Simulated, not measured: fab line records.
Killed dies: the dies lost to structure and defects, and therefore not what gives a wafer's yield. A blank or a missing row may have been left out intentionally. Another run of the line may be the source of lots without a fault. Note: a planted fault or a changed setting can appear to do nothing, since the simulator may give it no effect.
fab line records :: flow gf180mcu :: part 2 of 2: steps 30 to 39 of 39
record
  lots=5
  wafers=15
  last-day=34
route steps=602 shown M5@537 V5@540 TOP_METAL@567
lots that met no fault: from a run of the same line without faults
start-h: hours from the record's first day to the start of the lot's first wafer shown :: wait-h: hours since the lot's step before :: " unchanged from the row above :: L1.1+2: a row that stands for several wafers :: - no value present, or no start provided :: * or withheld: withheld :: < > ~ a bound
route shown NAME@n: names a module that has steps shown in the file, with the first one's number in the route :: usual: the fault-free wafers' mean and standard deviation :: same: alike in all rows :: chamber/n: place in a boat :: sites: per-site readings :: _std_site: how widely they spread, as a standard deviation :: _edge_site: the outer-site mean with the inner-site mean subtracted :: radius-mm: how far each site lies from the wafer's centre :: mask NAME#n: copy n :: behind: the tool/chamber that last shaped the wafer :: hold: why the lot went on hold/how many hours it stayed there/how the hold came to an end :: device: transistor that didn't switch, given as n, p or np :: end of line: tests of these same wafers at the route's end :: for a step that has no rows: nothing shown but its recipe :: killed: dies that structure and defects cost at the first sort, which is not the same as the wafer's yield :: map: per-die view of a wafer (x killed, . not killed, _ where there is no die)
set.NAME: the run value of the setting; set.NAME@STEP: its run value at that earlier step :: model.NAME: the simulator's own value behind a step, which no gauge read
a table for each step, a row for each wafer; lots at some steps of the route
services: a tool's chamber out of use, with start hour (start-h, from the record's first day; less than 0 if before it), hours out, and reason
## steps
# step GF_V5_CMP_26
# recipe
  stop-on=SiO2
  down-force-psi=3.5
  platen-rpm=60
  t-overpolish-s=15
  target-thk-nm=0
  pad-velocity-m-s=0.94248
# usual
  motor-current-A=11.5/1.1
  overpolish-run-s=15.000/0.0078
  time-to-endpoint-s=85/3.3
lot.wafer: L082.4
tool: cmp-01
chamber: 2
start-h: 698.47
wait-h: 0.1
motor-current-A: 10.3
overpolish-run-s: 14.985
time-to-endpoint-s: 86

lot.wafer: L082.1
tool: cmp-01
chamber: 0
start-h: 698.47
wait-h: 0.1
motor-current-A: 10.6
overpolish-run-s: 15.002
time-to-endpoint-s: 88

lot.wafer: L082.3
tool: cmp-01
chamber: 1
start-h: 698.47
wait-h: 0.1
motor-current-A: 11.1
overpolish-run-s: 15.009
time-to-endpoint-s: 86

lot.wafer: L084.4
tool: cmp-01
chamber: 1
start-h: 711.97
wait-h: 0.0
motor-current-A: 10.9
overpolish-run-s: 14.990
time-to-endpoint-s: 89

lot.wafer: L084.2
tool: cmp-01
chamber: 2
start-h: 711.97
wait-h: 0.0
motor-current-A: 10.0
overpolish-run-s: 15.006
time-to-endpoint-s: 86

lot.wafer: L084.3
tool: cmp-01
chamber: 3
start-h: 711.97
wait-h: 0.0
motor-current-A: 11.8
overpolish-run-s: 14.998
time-to-endpoint-s: 88

lot.wafer: L085.3
tool: cmp-01
chamber: 0
start-h: 721.96
wait-h: 0.1
motor-current-A: 9.9
overpolish-run-s: 15.009
time-to-endpoint-s: 87

lot.wafer: L085.6
tool: cmp-01
chamber: 2
start-h: 721.96
wait-h: 0.1
motor-current-A: 9.9
overpolish-run-s: 15.002
time-to-endpoint-s: 85

lot.wafer: L085.5
tool: cmp-01
chamber: 3
start-h: 721.96
wait-h: 0.1
motor-current-A: 11.5
overpolish-run-s: 14.983
time-to-endpoint-s: 86

lot.wafer: L090.1
tool: cmp-02
chamber: 3
start-h: 747.99
wait-h: 0.2
motor-current-A: 13.3
overpolish-run-s: 15.004
time-to-endpoint-s: 81

lot.wafer: L090.4
tool: cmp-02
chamber: 1
start-h: 747.99
wait-h: 0.2
motor-current-A: 11.5
overpolish-run-s: 14.989
time-to-endpoint-s: 84

lot.wafer: L090.6
tool: cmp-02
chamber: 2
start-h: 747.99
wait-h: 0.2
motor-current-A: 12.8
overpolish-run-s: 14.992
time-to-endpoint-s: 84

lot.wafer: L094.2
tool: cmp-02
chamber: 3
start-h: 770.83
wait-h: 0.0
motor-current-A: 13.3
overpolish-run-s: 14.991
time-to-endpoint-s: 84

lot.wafer: L094.3
tool: cmp-02
chamber: 2
start-h: 770.83
wait-h: 0.0
motor-current-A: 12.5
overpolish-run-s: 14.999
time-to-endpoint-s: 81

lot.wafer: L094.6
tool: cmp-02
chamber: 3
start-h: 770.83
wait-h: 0.0
motor-current-A: 12.3
overpolish-run-s: 15.003
time-to-endpoint-s: 83
# step GF_TOP_METAL_SPUTTER_00
# recipe
  material=Ti
  target-thk-nm=37.5
  arriving-ion-energy-ev=80
  substrate-temp-c=200
  chamber-pressure-pa=2
  power-w=4000
  time-s=150
# usual
  throttle-valve-pct=30.4/1
lot.wafer: L082.1
tool: pvd-sputter-02
chamber: -
start-h: 698.77
wait-h: 0.1
throttle-valve-pct: 31.5

lot.wafer: L082.3
tool: pvd-sputter-02
chamber: -
start-h: 698.77
wait-h: 0.1
throttle-valve-pct: 29.3

lot.wafer: L082.4
tool: pvd-sputter-02
chamber: -
start-h: 698.77
wait-h: 0.1
throttle-valve-pct: 31.1

lot.wafer: L084.2
tool: pvd-sputter-02
chamber: -
start-h: 712.27
wait-h: 0.2
throttle-valve-pct: 29.5

lot.wafer: L084.3
tool: pvd-sputter-02
chamber: -
start-h: 712.27
wait-h: 0.2
throttle-valve-pct: 31.7

lot.wafer: L084.4
tool: pvd-sputter-02
chamber: -
start-h: 712.27
wait-h: 0.2
throttle-valve-pct: 31.1

lot.wafer: L085.3
tool: pvd-sputter-01
chamber: -
start-h: 722.16
wait-h: 0.1
throttle-valve-pct: 29.4

lot.wafer: L085.5
tool: pvd-sputter-01
chamber: -
start-h: 722.16
wait-h: 0.1
throttle-valve-pct: 29.2

lot.wafer: L085.6
tool: pvd-sputter-01
chamber: -
start-h: 722.16
wait-h: 0.1
throttle-valve-pct: 31.1

lot.wafer: L090.1
tool: pvd-sputter-01
chamber: -
start-h: 748.24
wait-h: 0.2
throttle-valve-pct: 31.5

lot.wafer: L090.4
tool: pvd-sputter-01
chamber: -
start-h: 748.24
wait-h: 0.2
throttle-valve-pct: 29.5

lot.wafer: L090.6
tool: pvd-sputter-01
chamber: -
start-h: 748.24
wait-h: 0.2
throttle-valve-pct: 31.1

lot.wafer: L094.2
tool: pvd-sputter-01
chamber: -
start-h: 771.13
wait-h: 0.2
throttle-valve-pct: 31.4

lot.wafer: L094.3
tool: pvd-sputter-01
chamber: -
start-h: 771.13
wait-h: 0.2
throttle-valve-pct: 29.0

lot.wafer: L094.6
tool: pvd-sputter-01
chamber: -
start-h: 771.13
wait-h: 0.2
throttle-valve-pct: 29.2
# step GF_TOP_METAL_SPUTTER_01
# recipe
  material=TiN
  target-thk-nm=30
  power-w=6500
  time-s=25
  chamber-pressure-pa=0.4
# usual
  throttle-valve-pct=30.4/1
lot.wafer: L082.1
tool: pvd-sputter-02
chamber: -
start-h: 698.87
wait-h: 0.1
throttle-valve-pct: 31.8

lot.wafer: L082.3
tool: pvd-sputter-02
chamber: -
start-h: 698.87
wait-h: 0.1
throttle-valve-pct: 29.2

lot.wafer: L082.4
tool: pvd-sputter-02
chamber: -
start-h: 698.87
wait-h: 0.1
throttle-valve-pct: 30.9

lot.wafer: L084.2
tool: pvd-sputter-02
chamber: -
start-h: 712.37
wait-h: 0.1
throttle-valve-pct: 29.3

lot.wafer: L084.3
tool: pvd-sputter-02
chamber: -
start-h: 712.37
wait-h: 0.1
throttle-valve-pct: 31.7

lot.wafer: L084.4
tool: pvd-sputter-02
chamber: -
start-h: 712.37
wait-h: 0.1
throttle-valve-pct: 30.8

lot.wafer: L085.3
tool: pvd-sputter-01
chamber: -
start-h: 722.26
wait-h: 0.1
throttle-valve-pct: 29.4

lot.wafer: L085.5
tool: pvd-sputter-01
chamber: -
start-h: 722.26
wait-h: 0.1
throttle-valve-pct: 29.5

lot.wafer: L085.6
tool: pvd-sputter-01
chamber: -
start-h: 722.26
wait-h: 0.1
throttle-valve-pct: 31.4

lot.wafer: L090.1
tool: pvd-sputter-01
chamber: -
start-h: 748.34
wait-h: 0.1
throttle-valve-pct: 31.5

lot.wafer: L090.4
tool: pvd-sputter-01
chamber: -
start-h: 748.34
wait-h: 0.1
throttle-valve-pct: 29.4

lot.wafer: L090.6
tool: pvd-sputter-01
chamber: -
start-h: 748.34
wait-h: 0.1
throttle-valve-pct: 31.4

lot.wafer: L094.2
tool: pvd-sputter-01
chamber: -
start-h: 771.23
wait-h: 0.1
throttle-valve-pct: 31.4

lot.wafer: L094.3
tool: pvd-sputter-01
chamber: -
start-h: 771.23
wait-h: 0.1
throttle-valve-pct: 28.8

lot.wafer: L094.6
tool: pvd-sputter-01
chamber: -
start-h: 771.23
wait-h: 0.1
throttle-valve-pct: 29.2
# step GF_TOP_METAL_SPUTTER_02
# recipe
  material=AlCu
  target-thk-nm=900
  power-w=10600
  chamber-pressure-pa=0.3
  substrate-temp-c=250
  gas=Ar
  time-s=47.82
# usual
  throttle-valve-pct=30.5/1.1
lot.wafer: L082.1
tool: pvd-sputter-02
chamber: -
start-h: 698.90
wait-h: 0.0
throttle-valve-pct: 31.8

lot.wafer: L082.3
tool: pvd-sputter-02
chamber: -
start-h: 698.90
wait-h: 0.0
throttle-valve-pct: 28.9

lot.wafer: L082.4
tool: pvd-sputter-02
chamber: -
start-h: 698.90
wait-h: 0.0
throttle-valve-pct: 31.0

lot.wafer: L084.2
tool: pvd-sputter-02
chamber: -
start-h: 712.40
wait-h: 0.0
throttle-valve-pct: 29.6

lot.wafer: L084.3
tool: pvd-sputter-02
chamber: -
start-h: 712.40
wait-h: 0.0
throttle-valve-pct: 31.8

lot.wafer: L084.4
tool: pvd-sputter-02
chamber: -
start-h: 712.40
wait-h: 0.0
throttle-valve-pct: 30.8

lot.wafer: L085.3
tool: pvd-sputter-01
chamber: -
start-h: 722.29
wait-h: 0.0
throttle-valve-pct: 29.4

lot.wafer: L085.5
tool: pvd-sputter-01
chamber: -
start-h: 722.29
wait-h: 0.0
throttle-valve-pct: 29.4

lot.wafer: L085.6
tool: pvd-sputter-01
chamber: -
start-h: 722.29
wait-h: 0.0
throttle-valve-pct: 31.2

lot.wafer: L090.1
tool: pvd-sputter-01
chamber: -
start-h: 748.37
wait-h: 0.0
throttle-valve-pct: 31.5

lot.wafer: L090.4
tool: pvd-sputter-01
chamber: -
start-h: 748.37
wait-h: 0.0
throttle-valve-pct: 29.3

lot.wafer: L090.6
tool: pvd-sputter-01
chamber: -
start-h: 748.37
wait-h: 0.0
throttle-valve-pct: 31.3

lot.wafer: L094.2
tool: pvd-sputter-01
chamber: -
start-h: 771.26
wait-h: 0.0
throttle-valve-pct: 31.4

lot.wafer: L094.3
tool: pvd-sputter-01
chamber: -
start-h: 771.26
wait-h: 0.0
throttle-valve-pct: 29.1

lot.wafer: L094.6
tool: pvd-sputter-01
chamber: -
start-h: 771.26
wait-h: 0.0
throttle-valve-pct: 29.6
# step GF_TOP_METAL_SPUTTER_03
# recipe
  material=Ti
  target-thk-nm=5
  substrate-temp-c=300
  chamber-pressure-pa=0.3
  power-w=3000
  time-s=3.3
# usual
  throttle-valve-pct=30.4/1
lot.wafer: L082.1
tool: pvd-sputter-02
chamber: -
start-h: 698.94
wait-h: 0.0
throttle-valve-pct: 31.5

lot.wafer: L082.3
tool: pvd-sputter-02
chamber: -
start-h: 698.94
wait-h: 0.0
throttle-valve-pct: 29.4

lot.wafer: L082.4
tool: pvd-sputter-02
chamber: -
start-h: 698.94
wait-h: 0.0
throttle-valve-pct: 30.9

lot.wafer: L084.2
tool: pvd-sputter-02
chamber: -
start-h: 712.45
wait-h: 0.0
throttle-valve-pct: 29.7

lot.wafer: L084.3
tool: pvd-sputter-02
chamber: -
start-h: 712.45
wait-h: 0.0
throttle-valve-pct: 31.6

lot.wafer: L084.4
tool: pvd-sputter-02
chamber: -
start-h: 712.45
wait-h: 0.0
throttle-valve-pct: 30.8

lot.wafer: L085.3
tool: pvd-sputter-01
chamber: -
start-h: 722.33
wait-h: 0.0
throttle-valve-pct: 29.4

lot.wafer: L085.5
tool: pvd-sputter-01
chamber: -
start-h: 722.33
wait-h: 0.0
throttle-valve-pct: 29.6

lot.wafer: L085.6
tool: pvd-sputter-01
chamber: -
start-h: 722.33
wait-h: 0.0
throttle-valve-pct: 31.6

lot.wafer: L090.1
tool: pvd-sputter-01
chamber: -
start-h: 748.41
wait-h: 0.0
throttle-valve-pct: 31.3

lot.wafer: L090.4
tool: pvd-sputter-01
chamber: -
start-h: 748.41
wait-h: 0.0
throttle-valve-pct: 29.6

lot.wafer: L090.6
tool: pvd-sputter-01
chamber: -
start-h: 748.41
wait-h: 0.0
throttle-valve-pct: 31.4

lot.wafer: L094.2
tool: pvd-sputter-01
chamber: -
start-h: 771.30
wait-h: 0.0
throttle-valve-pct: 31.3

lot.wafer: L094.3
tool: pvd-sputter-01
chamber: -
start-h: 771.30
wait-h: 0.0
throttle-valve-pct: 28.7

lot.wafer: L094.6
tool: pvd-sputter-01
chamber: -
start-h: 771.30
wait-h: 0.0
throttle-valve-pct: 29.4
# step GF_TOP_METAL_SPUTTER_04
# recipe
  material=TiN
  target-thk-nm=25
  power-w=6500
  time-s=20.8
  chamber-pressure-pa=0.4
# usual
  throttle-valve-pct=30.4/1
lot.wafer: L082.1
tool: pvd-sputter-02
chamber: -
start-h: 698.96
wait-h: 0.0
throttle-valve-pct: 31.5

lot.wafer: L082.3
tool: pvd-sputter-02
chamber: -
start-h: 698.96
wait-h: 0.0
throttle-valve-pct: 29.5

lot.wafer: L082.4
tool: pvd-sputter-02
chamber: -
start-h: 698.96
wait-h: 0.0
throttle-valve-pct: 31.1

lot.wafer: L084.2
tool: pvd-sputter-02
chamber: -
start-h: 712.46
wait-h: 0.0
throttle-valve-pct: 29.4

lot.wafer: L084.3
tool: pvd-sputter-02
chamber: -
start-h: 712.46
wait-h: 0.0
throttle-valve-pct: 31.5

lot.wafer: L084.4
tool: pvd-sputter-02
chamber: -
start-h: 712.46
wait-h: 0.0
throttle-valve-pct: 30.9

lot.wafer: L085.3
tool: pvd-sputter-01
chamber: -
start-h: 722.35
wait-h: 0.0
throttle-valve-pct: 29.5

lot.wafer: L085.5
tool: pvd-sputter-01
chamber: -
start-h: 722.35
wait-h: 0.0
throttle-valve-pct: 29.5

lot.wafer: L085.6
tool: pvd-sputter-01
chamber: -
start-h: 722.35
wait-h: 0.0
throttle-valve-pct: 31.7

lot.wafer: L090.1
tool: pvd-sputter-01
chamber: -
start-h: 748.43
wait-h: 0.0
throttle-valve-pct: 31.3

lot.wafer: L090.4
tool: pvd-sputter-01
chamber: -
start-h: 748.43
wait-h: 0.0
throttle-valve-pct: 29.6

lot.wafer: L090.6
tool: pvd-sputter-01
chamber: -
start-h: 748.43
wait-h: 0.0
throttle-valve-pct: 31.6

lot.wafer: L094.2
tool: pvd-sputter-01
chamber: -
start-h: 771.32
wait-h: 0.0
throttle-valve-pct: 31.4

lot.wafer: L094.3
tool: pvd-sputter-01
chamber: -
start-h: 771.32
wait-h: 0.0
throttle-valve-pct: 29.1

lot.wafer: L094.6
tool: pvd-sputter-01
chamber: -
start-h: 771.32
wait-h: 0.0
throttle-valve-pct: 29.3
# step GF_TOP_METAL_RS_MEAS_05
# recipe
  thk-meas-gauge=four-point-probe
  reads=TiN_of_TOP_METAL_SPUTTER_04+Ti_of_TOP_METAL_SPUTTER_03+AlCu_of_TOP_METAL_SPUTTER_02+TiN_of_TOP_METAL_SPUTTER_01+Ti_of_TOP_METAL_SPUTTER_00
# usual
  TOP_METAL_ALCU_RS=0.0326/0.00041
lot.wafer: L082.1
tool: film-metro-03
chamber: -
start-h: 698.99
wait-h: 0.0
TOP_METAL_ALCU_RS[ohm/sq]: 0.0318

lot.wafer: L082.3
tool: film-metro-03
chamber: -
start-h: 698.99
wait-h: 0.0
TOP_METAL_ALCU_RS[ohm/sq]: 0.0321

lot.wafer: L082.4
tool: film-metro-03
chamber: -
start-h: 698.99
wait-h: 0.0
TOP_METAL_ALCU_RS[ohm/sq]: 0.0326

lot.wafer: L084.2
tool: film-metro-02
chamber: -
start-h: 712.51
wait-h: 0.0
TOP_METAL_ALCU_RS[ohm/sq]: 0.0333

lot.wafer: L084.3
tool: film-metro-02
chamber: -
start-h: 712.51
wait-h: 0.0
TOP_METAL_ALCU_RS[ohm/sq]: 0.0327

lot.wafer: L084.4
tool: film-metro-02
chamber: -
start-h: 712.51
wait-h: 0.0
TOP_METAL_ALCU_RS[ohm/sq]: 0.0338

lot.wafer: L085.3
tool: film-metro-03
chamber: -
start-h: 722.42
wait-h: 0.1
TOP_METAL_ALCU_RS[ohm/sq]: 0.0326

lot.wafer: L085.5
tool: film-metro-03
chamber: -
start-h: 722.42
wait-h: 0.1
TOP_METAL_ALCU_RS[ohm/sq]: 0.0326

lot.wafer: L085.6
tool: film-metro-03
chamber: -
start-h: 722.42
wait-h: 0.1
TOP_METAL_ALCU_RS[ohm/sq]: 0.0320

lot.wafer: L090.1
tool: film-metro-02
chamber: -
start-h: 748.46
wait-h: 0.0
TOP_METAL_ALCU_RS[ohm/sq]: 0.0331

lot.wafer: L090.4
tool: film-metro-02
chamber: -
start-h: 748.46
wait-h: 0.0
TOP_METAL_ALCU_RS[ohm/sq]: 0.0327

lot.wafer: L090.6
tool: film-metro-02
chamber: -
start-h: 748.46
wait-h: 0.0
TOP_METAL_ALCU_RS[ohm/sq]: 0.0327

lot.wafer: L094.2
tool: film-metro-03
chamber: -
start-h: 771.37
wait-h: 0.0
TOP_METAL_ALCU_RS[ohm/sq]: 0.0320

lot.wafer: L094.3
tool: film-metro-03
chamber: -
start-h: 771.37
wait-h: 0.0
TOP_METAL_ALCU_RS[ohm/sq]: 0.0325

lot.wafer: L094.6
tool: film-metro-03
chamber: -
start-h: 771.37
wait-h: 0.0
TOP_METAL_ALCU_RS[ohm/sq]: 0.0325
# step GF_TOP_METAL_THK_MEAS_06
# recipe
  thk-meas-gauge=xrf
  reads=AlCu_of_TOP_METAL_SPUTTER_02
# usual
  TOP_METAL_ALCU_THK=918/12
lot.wafer: L082.1
tool: film-metro-03
chamber: -
start-h: 699.11
wait-h: 0.1
TOP_METAL_ALCU_THK[nm]: 940

lot.wafer: L082.3
tool: film-metro-03
chamber: -
start-h: 699.11
wait-h: 0.1
TOP_METAL_ALCU_THK[nm]: 932

lot.wafer: L082.4
tool: film-metro-03
chamber: -
start-h: 699.11
wait-h: 0.1
TOP_METAL_ALCU_THK[nm]: 921

lot.wafer: L084.2
tool: film-metro-02
chamber: -
start-h: 712.62
wait-h: 0.1
TOP_METAL_ALCU_THK[nm]: 894

lot.wafer: L084.3
tool: film-metro-02
chamber: -
start-h: 712.62
wait-h: 0.1
TOP_METAL_ALCU_THK[nm]: 909

lot.wafer: L084.4
tool: film-metro-02
chamber: -
start-h: 712.62
wait-h: 0.1
TOP_METAL_ALCU_THK[nm]: 886

lot.wafer: L085.3
tool: film-metro-03
chamber: -
start-h: 722.52
wait-h: 0.1
TOP_METAL_ALCU_THK[nm]: 915

lot.wafer: L085.5
tool: film-metro-03
chamber: -
start-h: 722.52
wait-h: 0.1
TOP_METAL_ALCU_THK[nm]: 920

lot.wafer: L085.6
tool: film-metro-03
chamber: -
start-h: 722.52
wait-h: 0.1
TOP_METAL_ALCU_THK[nm]: 932

lot.wafer: L090.1
tool: film-metro-02
chamber: -
start-h: 748.58
wait-h: 0.1
TOP_METAL_ALCU_THK[nm]: 901

lot.wafer: L090.4
tool: film-metro-02
chamber: -
start-h: 748.58
wait-h: 0.1
TOP_METAL_ALCU_THK[nm]: 913

lot.wafer: L090.6
tool: film-metro-02
chamber: -
start-h: 748.58
wait-h: 0.1
TOP_METAL_ALCU_THK[nm]: 917

lot.wafer: L094.2
tool: film-metro-03
chamber: -
start-h: 771.48
wait-h: 0.1
TOP_METAL_ALCU_THK[nm]: 935

lot.wafer: L094.3
tool: film-metro-03
chamber: -
start-h: 771.48
wait-h: 0.1
TOP_METAL_ALCU_THK[nm]: 919

lot.wafer: L094.6
tool: film-metro-03
chamber: -
start-h: 771.48
wait-h: 0.1
TOP_METAL_ALCU_THK[nm]: 924
# step GF_TOP_METAL_DEHYDRATE_07
# recipe
  temp-c=200
  time-s=60
lot.wafer: L082.1+3+4
tool: litho-track-01
chamber: 0
start-h: 707.43
wait-h: 8.3

lot.wafer: L084.2+3+4
tool: litho-track-04
chamber: 0
start-h: 721.05
wait-h: 8.4

lot.wafer: L085.3+5+6
tool: litho-track-01
chamber: 0
start-h: 730.58
wait-h: 8.1

lot.wafer: L090.1+4+6
tool: litho-track-02
chamber: 0
start-h: 756.31
wait-h: 7.7

lot.wafer: L094.2+3+6
tool: litho-track-01
chamber: 0
start-h: 778.61
wait-h: 7.1
# step GF_TOP_METAL_HMDS_08
# recipe
  prime-time-s=60
  prime-temp-c=120
lot.wafer: L082.1+3+4
tool: litho-track-01
chamber: 0
start-h: 707.58
wait-h: 0.1

lot.wafer: L084.2+3+4
tool: litho-track-04
chamber: 0
start-h: 721.20
wait-h: 0.1

lot.wafer: L085.3+5+6
tool: litho-track-01
chamber: 0
start-h: 730.73
wait-h: 0.1

lot.wafer: L090.1+4+6
tool: litho-track-02
chamber: 0
start-h: 756.46
wait-h: 0.1

lot.wafer: L094.2+3+6
tool: litho-track-01
chamber: 0
start-h: 778.76
wait-h: 0.1
## services
tool: hdpcvd-01
chamber: 1
start-h: 660.25
hours: 6.4
kind: repair

tool: plasma-asher-03
chamber: -
start-h: 662.27
hours: 5.9
kind: repair

tool: pecvd-03
chamber: 0
start-h: 662.97
hours: 17.0
kind: repair

tool: krf-scanner-02
chamber: -
start-h: 679.90
hours: 1.3
kind: pm

tool: krf-scanner-02
chamber: -
start-h: 684.54
hours: 4.4
kind: pm

tool: cmp-01
chamber: -
start-h: 690.61
hours: 1.9
kind: repair

tool: hdpcvd-02
chamber: 2
start-h: 694.14
hours: 6.0
kind: repair

tool: hdpcvd-02
chamber: 1
start-h: 701.61
hours: 11.3
kind: repair

tool: krf-scanner-01
chamber: -
start-h: 709.55
hours: 3.6
kind: pm

tool: pecvd-03
chamber: -
start-h: 713.25
hours: 1.7
kind: repair

tool: hdpcvd-01
chamber: -
start-h: 716.16
hours: 0.6
kind: repair

tool: rie-diel-03
chamber: 2
start-h: 717.65
hours: 32.0
kind: repair

tool: rie-diel-03
chamber: 3
start-h: 721.30
hours: 4.1
kind: repair

tool: cmp-01
chamber: -
start-h: 722.79
hours: 13.1
kind: pm

tool: cmp-01
chamber: -
start-h: 744.00
hours: 4.0
kind: pm

tool: cmp-01
chamber: -
start-h: 744.42
hours: 4.8
kind: repair

tool: cmp-02
chamber: -
start-h: 751.30
hours: 6.4
kind: pm

tool: pecvd-03
chamber: 1
start-h: 752.73
hours: 3.7
kind: repair

tool: pvd-sputter-03
chamber: -
start-h: 756.80
hours: 5.7
kind: repair

tool: cvd-w-02
chamber: -
start-h: 758.86
hours: 2.4
kind: repair

tool: krf-scanner-02
chamber: -
start-h: 762.51
hours: 2.6
kind: repair

tool: plasma-asher-03
chamber: -
start-h: 771.07
hours: 1.1
kind: repair

tool: pvd-sputter-03
chamber: -
start-h: 771.82
hours: 1.4
kind: repair

tool: hdpcvd-01
chamber: -
start-h: 778.41
hours: 2.6
kind: repair
